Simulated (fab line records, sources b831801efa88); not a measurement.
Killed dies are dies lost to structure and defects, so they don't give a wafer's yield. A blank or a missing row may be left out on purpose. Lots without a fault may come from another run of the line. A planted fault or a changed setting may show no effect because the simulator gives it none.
Which tool did it? | flow sky130 | 6 lots, 18 wafers sampled, at 3 steps of a route of 708

WHAT THE GAUGES READ, wafer by wafer
SKY_SONOS_ONO_THK_MEAS_05.
lot  | measured     | on            | SONOS_ONO_CVD_04_THK (nm)
L894 | day 11 18:22 | film_metro-02 | 5.71 5.70 5.61
L899 | day 13 09:36 | film_metro-02 | 8.39 8.38 8.47
L904 | day 17 09:45 | film_metro-02 | 5.48 5.50 5.41
L906 | day 17 17:12 | film_metro-03 | 5.75 5.63 5.85
L907 | day 17 14:48 | film_metro-04 | 5.80 5.80 5.76
L912 | day 18 06:31 | film_metro-03 | 5.83 5.90 5.82

WHICH TOOL RAN EACH LOT (tool, then ch and the chambers of the sampled wafers, then the start)
lot  | SKY_NWELL_RTA_28                 | SKY_SONOS_ONO_CVD_04
L894 | rtp_anneal-02 ch 0, day 5 14:45  | lpcvd-03 ch 1, day 11 17:05
L899 | rtp_anneal-01 ch 0, day 6 18:02  | lpcvd-03 ch 0, day 13 07:43
L904 | rtp_anneal-01 ch 0, day 9 18:51  | lpcvd-03 ch 0, day 17 07:52
L906 | rtp_anneal-01 ch 0, day 9 22:36  | lpcvd-03 ch 1, day 17 15:57
L907 | rtp_anneal-02 ch 0, day 9 19:48  | lpcvd-03 ch 0, day 17 13:32
L912 | rtp_anneal-02 ch 0, day 10 10:13 | lpcvd-03 ch 0, day 18 05:16
- SKY_NWELL_RTA_28: time 30 s.
- SKY_SONOS_ONO_CVD_04: deposits SiO2 from SiH4/N2O, target thk 5.7199 nm.

THE ANSWER, worked out from the rows above alone
Rule: what is usual is taken from the lots themselves. Put in order of their means at a reading, lots are off if they are a third of the lots or fewer, leave a main group of 4 or more, and stand apart from it by a gap of 3 or more times the standard deviation of the main group's means; of several such gaps the widest counts. A main group whose means are all the same, to the digits that the tables above print for the reading, isn't used. A lot without any number at a reading at which 4 lots or more have one is off too. The other lots that the step has rows for count as sound.
Off: L899, at SKY_SONOS_ONO_THK_MEAS_05 (SONOS_ONO_CVD_04_THK). The main group: mean 5.70 nm, standard deviation 0.13.
A tool fits if, at a process step before that reading, it ran every lot that is off, and no sound lot after the first of them. The gauges at SKY_SONOS_ONO_THK_MEAS_05 are tried like those tools. None of those tried fits.

WHAT THE SIMULATOR HAD PUT IN
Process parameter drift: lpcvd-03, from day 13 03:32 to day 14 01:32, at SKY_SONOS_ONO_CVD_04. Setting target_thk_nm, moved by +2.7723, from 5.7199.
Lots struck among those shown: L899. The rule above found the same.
